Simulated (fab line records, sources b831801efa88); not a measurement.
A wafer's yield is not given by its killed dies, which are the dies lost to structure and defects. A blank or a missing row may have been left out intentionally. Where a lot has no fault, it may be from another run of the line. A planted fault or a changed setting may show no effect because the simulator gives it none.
fab line records    flow sky130
[record] lots = 10  wafers = 30  last_day = 50
route steps=708 shown SONOS_ONO@183 LDD_HVN@276 SPACER@304 POLY_CUT@315 PAD_OPEN@708
lots that met no fault: from a run of the same line without faults
start_h: the number of hours between the record's first day and the start of the first shown wafer of the lot    wait_h: how many hours have passed since the lot's step before this one    " as in the row above    L1.1+2: a row that stands for several wafers    - no value, or no start given    * or withheld: withheld    < > ~ a bound
route shown NAME@n: a module of which the file shows steps, and the number in the route of the first    usual: mean/standard deviation of fault-free wafers    same: alike in all rows    chamber/n: place in a boat    sites: readings site by site    _std_site: the standard deviation of these    _edge_site: outer sites' mean less inner sites'    radius_mm: how far each site lies from the wafer's centre    mask NAME#n: copy n    behind: the last tool/chamber to shape the wafer    hold: why the lot went on hold/how many hours it stayed there/how the hold came to an end    device: names the non-switching transistor (n, p or np)    end of line: tests of these same wafers at the route's end    a step given without rows: its recipe and nothing more    killed: count of dies lost to structure and defects at first sort (not the wafer's yield)    map: shows each die of a wafer: x if killed, . if not, _ if none is there
set.NAME: the setting the step ran with; set.NAME@STEP: the setting that earlier step ran with    model.NAME: the simulator's own value behind a step, which no gauge read
the route's steps for a sample of lots (tables are steps, rows are wafers)
services: the hour from which a tool's chamber was out of use, counted from the record's first day as start_h (under 0 if before that day), plus the number of hours and why
[[steps]]
[step SKY_SONOS_ONO_ETCH_15]
[recipe] target_depth_nm = 19.52  chemistry = CHF3/O2  source_w = 600  bias_w = 200  pressure_mtorr = 40  chf3_flow_sccm = 50  O2_flow_sccm = 5  time_s = 7.8
[usual] drypump_motor_current_A = 5.7/0.42  oes_product_au = 0.996/0.01  throttle_valve_pct = 8.825/0.01
lot.wafer  tool         chamber  start_h  wait_h  drypump_motor_current_A  oes_product_au  rf_hours_counter_h  throttle_valve_pct
L410.1     rie_diel-02  0        284.61   0.0     5.9                      0.983           2                   8.832
L410.3     "            1        "        "       6.5                      0.990           1                   8.825
L410.5     "            0        "        "       5.9                      0.976           -                   8.837
L413.2     rie_diel-01  1        311.38   0.0     5.4                      0.975           117                 8.797
L413.3     "            2        "        "       5.4                      1.006           109                 8.842
L413.4     "            3        "        "       5.3                      0.988           106                 8.832
L414.1     rie_diel-02  3        322.94   0.0     5.0                      0.982           5                   8.813
L414.3     "            0        "        "       5.9                      0.996           2                   8.821
L414.5     "            2        "        "       5.6                      1.004           -                   8.828
L418.1     rie_diel-01  0        345.43   0.0     6.0                      1.001           5                   8.824
L418.3     "            2        "        "       5.3                      0.994           109                 8.816
L418.4     "            3        "        "       5.3                      0.989           -                   8.822
L419.1     rie_diel-01  0        356.36   0.0     6.0                      1.013           5                   8.824
L419.5     "            2        "        "       5.4                      0.995           -                   8.820
L419.6     "            3        "        "       5.4                      0.990           -                   8.817
L421.2     rie_diel-03  3        365.93   0.0     6.1                      0.992           99                  8.823
L421.3     "            0        "        "       6.3                      0.997           14                  8.827
L421.6     "            1        "        "       5.6                      1.009           -                   8.847
L423.1     rie_diel-01  2        378.71   0.0     5.3                      0.996           110                 8.822
L423.3     "            0        "        "       6.1                      1.009           6                   8.819
L423.6     "            2        "        "       5.4                      1.002           -                   8.830
L431.2     rie_diel-01  3        448.29   0.0     5.3                      0.991           0                   8.828
L431.3     "            1        "        "       5.4                      0.984           1                   8.815
L431.5     "            3        "        "       5.4                      0.986           -                   8.818
L432.1     rie_diel-02  3        450.26   0.0     5.0                      0.972           8                   8.807
L432.3     "            0        "        "       5.9                      0.996           6                   8.806
L432.5     "            2        "        "       5.6                      1.012           -                   8.854
L433.1     rie_diel-03  0        467.96   0.0     6.3                      1.006           16                  8.822
L433.2     "            1        "        "       5.5                      1.015           3                   8.841
L433.6     "            3        "        "       6.1                      0.986           -                   8.825
[step SKY_LDD_HVN_STRIP_09]
[recipe] chemistry = O2/N2  power_w = 1400  pressure_mtorr = 1500  platen_temp_c = withheld  o2_flow_sccm = 3000  n2_flow_sccm = 300  overash_fraction = 0.5
[usual] drypump_motor_current_A = 6.1/0.39  oes_product_au = 0.408/0.0053  strip_time_to_endpoint_s = 4.130/0.014
lot.wafer  tool             chamber  start_h  wait_h  drypump_motor_current_A  oes_product_au  rf_hours_counter_h  strip_time_to_endpoint_s
L410.1     plasma_asher-04  1        468.85   0.1     6.6                      0.406           4                   4.118
L410.3     "                1        "        "       6.6                      0.414           -                   4.119
L410.5     "                0        "        "       6.4                      0.409           -                   4.130
L413.2     plasma_asher-03  1        499.44   0.1     6.2                      0.409           38                  4.145
L413.3     "                1        "        "       6.2                      0.406           -                   4.133
L413.4     "                0        "        "       6.0                      0.402           -                   4.133
L414.1     plasma_asher-01  0        513.50   0.1     6.3                      0.404           81                  4.142
L414.3     "                1        "        "       5.4                      0.405           -                   4.142
L414.5     "                1        "        "       5.4                      0.406           -                   4.122
L418.1     plasma_asher-04  0        538.70   0.1     6.4                      0.414           10                  4.119
L418.3     "                0        "        "       6.3                      0.412           -                   4.107
L418.4     "                1        "        "       6.6                      0.407           -                   4.135
L419.1     plasma_asher-03  0        551.75   0.1     6.0                      0.412           44                  4.135
L419.5     "                1        "        "       6.2                      0.403           -                   4.113
L419.6     "                0        "        "       6.1                      0.400           -                   4.127
L421.2     plasma_asher-03  1        560.69   0.1     6.2                      0.403           45                  4.120
L421.3     "                1        "        "       6.2                      0.404           -                   4.128
L421.6     "                0        "        "       6.1                      0.403           -                   4.129
L423.1     plasma_asher-01  1        574.52   0.1     5.3                      0.405           87                  4.147
L423.3     "                1        "        "       5.4                      0.411           -                   4.130
L423.6     "                0        "        "       6.3                      0.410           -                   4.127
L431.2     plasma_asher-01  1        637.59   0.1     5.3                      0.407           93                  4.130
L431.3     "                1        "        "       5.4                      0.420           -                   4.129
L431.5     "                0        "        "       6.3                      0.396           -                   4.113
L432.1     plasma_asher-01  0        639.86   0.1     6.4                      0.419           94                  4.160
L432.3     "                1        "        "       5.4                      0.414           -                   4.133
L432.5     "                1        "        "       5.3                      0.409           -                   4.140
L433.1     plasma_asher-01  0        656.44   0.1     6.3                      0.413           95                  4.127
L433.2     "                1        "        "       5.3                      0.402           95                  4.130
L433.6     "                1        "        "       5.4                      0.404           -                   4.124
[step SKY_SPACER_CVD_00]
[recipe] material = Si3N4  precursor = DCS/NH3  target_thk_nm = 43.1  temp_c = 770  time_s = 740  pressure_mtorr = 250
[usual] spike_tc_bottom_C = 790.9/1.1  spike_tc_centre_C = 770.4/1.1  spike_tc_lower_C = 770.8/1.2  spike_tc_top_C = 786.3/1.7  spike_tc_upper_C = 770.6/1.1  susceptor_temp_C = 769.9/0.36  zone_power_top_pct = 26.8/0.36
lot.wafer  tool      chamber  start_h  wait_h  spike_tc_bottom_C  spike_tc_centre_C  spike_tc_lower_C  spike_tc_top_C  spike_tc_upper_C  susceptor_temp_C  zone_power_top_pct
L410.1     lpcvd-02  0        532.38   1.0     791.3              770.1              771.1             784.7           771.2             769.8             26.5
L410.3     "         0        "        "       791.6              771.3              773.0             787.6           769.8             770.0             26.7
L410.5     "         0        "        "       790.5              769.0              769.1             786.4           770.3             770.3             26.3
L413.2     lpcvd-02  0        560.98   0.0     790.0              770.8              770.1             787.1           772.4             769.9             27.0
L413.3     "         0        "        "       792.8              771.3              769.3             786.5           769.3             769.9             26.3
L413.4     "         0        "        "       790.7              770.9              770.3             786.6           771.3             769.9             26.4
L414.1     lpcvd-02  0        574.69   0.1     791.4              769.6              770.7             787.2           770.4             770.1             26.5
L414.3     "         0        "        "       791.0              769.6              771.1             786.2           771.9             769.9             26.4
L414.5     "         0        "        "       791.3              769.9              769.5             787.5           770.2             769.6             26.3
L418.1     lpcvd-02  0        600.65   1.7     792.0              769.6              770.6             787.5           770.4             770.2             26.4
L418.3     "         0        "        "       792.0              770.4              769.3             789.8           770.6             769.4             26.9
L418.4     "         0        "        "       792.9              768.0              772.5             787.0           770.0             769.9             26.4
L419.1     lpcvd-02  0        611.42   0.0     792.4              770.2              770.0             788.6           770.0             770.3             26.6
L419.5     "         0        "        "       790.6              770.2              769.4             786.8           770.9             770.4             26.6
L419.6     "         0        "        "       792.5              770.1              769.8             787.5           771.1             770.4             26.5
L421.2     lpcvd-02  0        620.67   0.0     772.3              748.6              749.3             768.5           752.3             750.5             25.7
L421.3     "         0        "        "       771.6              749.0              751.3             768.6           750.4             750.6             25.8
L421.6     "         0        "        "       771.2              749.4              751.2             768.4           752.2             750.3             25.7
L423.1     lpcvd-02  0        633.17   0.0     770.0              750.6              750.4             768.1           753.4             749.2             25.5
L423.3     "         0        "        "       772.9              750.0              750.7             767.8           749.9             749.3             25.3
L423.6     "         0        "        "       770.6              751.1              749.7             768.7           749.6             749.3             25.5
L431.2     lpcvd-02  1        698.04   3.7     790.9              770.4              772.2             782.4           770.0             769.9             26.9
L431.3     "         1        "        "       789.5              771.8              772.2             783.5           769.7             769.5             27.2
L431.5     "         1        "        "       791.0              770.7              772.6             784.6           768.5             769.9             27.7
L432.1     lpcvd-02  0        698.04   1.6     790.9              769.4              771.5             788.8           771.6             770.5             26.6
L432.3     "         0        "        "       793.1              770.3              769.8             788.6           770.1             770.5             26.9
L432.5     "         0        "        "       790.9              767.8              771.0             786.7           773.3             770.4             26.2
L433.1     lpcvd-02  0        712.38   0.0     792.8              769.6              769.8             786.7           771.9             769.8             26.4
L433.2     "         0        "        "       790.7              772.5              769.8             787.2           770.5             769.9             26.6
L433.6     "         0        "        "       791.9              770.2              769.7             787.5           772.3             769.5             26.2
[step SKY_SPACER_THK_MEAS_01]
[recipe] reads = Si3N4_of_SPACER_CVD_00
[usual] SPACER_CVD_00_THK = 43.0/0.37
lot.wafer  tool           chamber  start_h  wait_h  SPACER_CVD_00_THK[nm]
L410.1     film_metro-01  -        533.59   0.0     43.5
L410.3     "              -        "        "       43.8
L410.5     "              -        "        "       43.7
L413.2     film_metro-01  -        562.19   0.0     42.6
L413.3     "              -        "        "       42.8
L413.4     "              -        "        "       42.2
L414.1     film_metro-02  -        575.89   0.0     42.6
L414.3     "              -        "        "       42.7
L414.5     "              -        "        "       42.6
L418.1     film_metro-02  -        601.85   0.0     43.3
L418.3     "              -        "        "       43.5
L418.4     "              -        "        "       43.8
L419.1     film_metro-01  -        612.62   0.0     43.0
L419.5     "              -        "        "       43.1
L419.6     "              -        "        "       43.2
L421.2     film_metro-02  -        621.88   0.0     28.9
L421.3     "              -        "        "       28.9
L421.6     "              -        "        "       29.0
L423.1     film_metro-04  -        634.37   0.0     29.0
L423.3     "              -        "        "       28.8
L423.6     "              -        "        "       29.1
L432.1     film_metro-04  -        699.85   0.0     42.5
L432.3     "              -        "        "       42.9
L432.5     "              -        "        "       42.7
L431.2     film_metro-01  -        699.86   0.0     42.8
L431.3     "              -        "        "       42.9
L431.5     "              -        "        "       42.6
L433.1     film_metro-02  -        713.58   0.0     42.7
L433.2     "              -        "        "       42.9
L433.6     "              -        "        "       42.5
[step SKY_SPACER_ETCHBACK_02]
[recipe] chemistry = CH3F/O2  target = Si3N4  stop_on = SiO2  source_w = 400  bias_w = 80  pressure_mtorr = 25  ch3f_flow_sccm = 40  O2_flow_sccm = 30  time_s = 46.7  target_depth_a = 450
[usual] drypump_motor_current_A = 5.9/0.38  oes_product_au = 0.854/0.007  throttle_valve_pct = 10.562/0.0091
lot.wafer  tool         chamber  start_h  wait_h  drypump_motor_current_A  oes_product_au  rf_hours_counter_h  throttle_valve_pct
L410.1     rie_diel-03  0        533.65   0.1     6.3                      0.863           17                  10.576
L410.3     "            0        "        "       6.3                      0.861           -                   10.576
L410.5     "            1        "        "       5.6                      0.871           -                   10.564
L413.2     rie_diel-04  1        562.24   0.0     5.7                      0.847           6                   10.556
L413.3     "            3        "        "       6.5                      0.843           2                   10.553
L413.4     "            2        "        "       5.7                      0.851           76                  10.564
L414.1     rie_diel-03  0        575.95   0.1     6.3                      0.843           18                  10.550
L414.3     "            3        "        "       6.1                      0.841           1                   10.556
L414.5     "            0        "        "       6.3                      0.845           -                   10.563
L418.1     rie_diel-04  1        601.91   0.1     5.7                      0.851           6                   10.569
L418.3     "            0        "        "       5.6                      0.866           7                   10.564
L418.4     "            3        "        "       6.5                      0.865           -                   10.550
L419.1     rie_diel-01  0        612.68   0.1     6.0                      0.859           11                  10.567
L419.5     "            1        "        "       5.4                      0.857           -                   10.576
L419.6     "            0        "        "       6.1                      0.857           -                   10.563
L421.2     rie_diel-04  1        621.93   0.0     5.7                      0.701           7                   10.548
L421.3     "            3        "        "       6.5                      0.702           4                   10.539
L421.6     "            2        "        "       5.6                      0.704           -                   10.539
L423.1     rie_diel-04  3        634.43   0.1     6.5                      0.694           4                   10.535
L423.3     "            0        "        "       5.6                      0.691           8                   10.548
L423.6     "            0        "        "       5.6                      0.698           -                   10.531
L431.2     rie_diel-03  3        699.91   0.0     6.1                      0.850           4                   10.571
L431.3     "            2        "        "       6.3                      0.852           5                   10.567
L431.5     "            0        "        "       6.3                      0.844           -                   10.543
L432.1     rie_diel-04  2        699.91   0.1     5.7                      0.844           2                   10.560
L432.3     "            3        "        "       6.5                      0.844           5                   10.559
L432.5     "            2        "        "       5.7                      0.851           -                   10.560
L433.1     rie_diel-04  3        713.64   0.1     6.5                      0.852           5                   10.568
L433.2     "            0        "        "       5.6                      0.855           9                   10.555
L433.6     "            0        "        "       5.6                      0.850           -                   10.550
[step SKY_POLY_CUT_CD_MEAS_08]
[recipe] target_cd_nm = 270
[usual] cd_nm = 269.9/1.5
lot.wafer  tool       chamber  start_h  wait_h  cd_nm
L410.1     cd_sem-02  -        563.42   -       271.7
L410.3     "          -        "        "       271.7
L410.5     "          -        "        "       270.9
L413.2     cd_sem-02  -        591.84   -       272.4
L413.3     "          -        "        "       272.8
L413.4     "          -        "        "       271.5
L414.1     cd_sem-02  -        605.30   -       270.3
L414.3     "          -        "        "       271.9
L414.5     "          -        "        "       270.8
L418.1     cd_sem-01  -        631.07   -       271.0
L418.3     "          -        "        "       272.4
L418.4     "          -        "        "       271.9
L419.1     cd_sem-01  -        641.91   -       271.2
L419.5     "          -        "        "       271.2
L419.6     "          -        "        "       270.7
L421.2     cd_sem-02  -        651.14   -       270.7
L421.3     "          -        "        "       271.7
L421.6     "          -        "        "       270.9
L423.1     cd_sem-02  -        662.67   -       268.3
L423.3     "          -        "        "       269.0
L423.6     "          -        "        "       269.3
L431.2     cd_sem-01  -        727.62   -       269.0
L431.3     "          -        "        "       268.4
L431.5     "          -        "        "       268.5
L432.1     cd_sem-02  -        727.95   -       269.4
L432.3     "          -        "        "       269.6
L432.5     "          -        "        "       269.3
L433.1     cd_sem-01  -        741.60   -       268.4
L433.2     "          -        "        "       267.6
L433.6     "          -        "        "       268.5
[step SKY_PAD_OPEN_PROBE_99]
[usual] killed_at_M0_to_M3 = 43/7.2  killed_at_M4_up = 3.3/2  killed_at_contacts = 25/5.8  killed_at_front_end = 15/4.5  killed_at_other = 0.3/0.62  killed_dies = 86/9.4  killed_open = 47/7.1  killed_short = 39/6
[same] gross_dies = 492  killed_at_back_side = 0
lot.wafer  tool       chamber  start_h  wait_h  killed_at_M0_to_M3  killed_at_M4_up  killed_at_contacts  killed_at_front_end  killed_at_other  killed_dies  killed_open  killed_short
L421.2     prober-02  -        1139.44  0.1     40                  7                32                  15                   0                94           51           43
L421.3     prober-02  -        1139.49  0.2     42                  1                23                  15                   0                81           46           35
L421.6     prober-02  -        1139.64  0.2     47                  3                25                  9                    0                84           51           33
// killed by level:class
L421.2 CONTACT:geometric_particle:open=13 VIA1:geometric_particle:open=10 VIA3:geometric_particle:open=8 LI_CONTACT:geometric_particle:open=6 METAL1:geometric_particle:short=6 FIELD_ISO:geometric_particle:open=5 CONTACT:geometric_particle:short=5 METAL2:geometric_particle:short=5
L421.3 CONTACT:geometric_particle:open=13 VIA3:geometric_particle:open=8 CONTACT:geometric_particle:short=7 VIA1:geometric_particle:short=7 VIA1:geometric_particle:open=7 VIA2:geometric_particle:open=6 FIELD_ISO:geometric_particle:short=5 POLY_GATE:geometric_particle:open=5
L421.6 VIA1:geometric_particle:open=17 CONTACT:geometric_particle:open=13 VIA1:geometric_particle:short=6 VIA3:geometric_particle:open=5 LOCAL_INTERCONNECT:geometric_particle:short=4 METAL1:geometric_particle:short=4 FIELD_ISO:geometric_particle:open=3 POLY_GATE:geometric_particle:short=3
[[services]]
tool             chamber  start_h  hours  kind
rie_diel-03      3        264.28   8.2    repair
rie_diel-03      -        264.33   0.3    repair
rie_diel-01      -        275.85   4.3    pm
rie_diel-04      3        277.11   5.9    repair
plasma_asher-01  -        292.88   4.0    repair
rie_diel-04      3        297.99   4.1    repair
plasma_asher-01  -        335.88   2.8    pm
plasma_asher-01  -        363.35   2.0    repair
rie_diel-04      1        404.38   5.1    repair
rie_diel-01      -        418.34   0.5    repair
rie_diel-04      2        440.59   5.9    repair
rie_diel-01      2        451.92   5.1    repair
rie_diel-04      0        460.67   3.2    repair
rie_diel-04      1        551.52   5.5    repair
rie_diel-01      1        560.14   15.8   repair
rie_diel-01      3        569.77   9.6    repair
rie_diel-04      -        612.22   0.7    repair
rie_diel-01      -        620.73   0.3    repair
rie_diel-01      1        631.27   4.2    repair
rie_diel-04      0        676.59   10.9   repair
rie_diel-01      0        682.26   5.6    repair
lpcvd-02         -        688.73   3.6    repair
rie_diel-04      1        696.89   1.6    repair
rie_diel-01      0        711.80   7.7    repair
[[key]]
[first_sign] step = SKY_SPACER_CVD_00  reading = susceptor_temp_C  direction = down  sigmas = 56  usual = *  struck = *
[effect] step = SKY_SPACER_CVD_00  reading = spike_tc_centre_C  direction = down  sigmas = 19  usual = 770.4  struck = 749.8
[effect] step = SKY_SPACER_THK_MEAS_01  reading = SPACER_CVD_00_THK  direction = down  sigmas = 38  usual = 43.0  struck = 29.0
[effect] step = SKY_SPACER_ETCHBACK_02  reading = oes_product_au  direction = down  sigmas = 22  usual = 0.854  struck = 0.698
met_at SKY_SPACER_CVD_00
struck_lots L421,L423
struck_wafers L421.2,L421.3,L421.6,L423.1,L423.3,L423.6
tester_left_out L421,L423
not_acting_at SKY_SONOS_ONO_ETCH_15,SKY_LDD_HVN_STRIP_09,SKY_POLY_CUT_CD_MEAS_08
onset_between 611.42 620.67
[fault] kind = process_parameter_drift  tool = lpcvd-02  chamber = 0  onset_h = 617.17  steps = SKY_SPACER_CVD_00  channel = temp_c  offset = *  shape = step  end_h = 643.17  acts_in = *  stated = *
// tester_left_out: of these lots the tester's yield and bins aren't shown, on N5 and GAA mostly nor the transistor test; their killed dies are dies lost to structure and defects alone, not to doping, threshold or leakage, so they don't give the yield
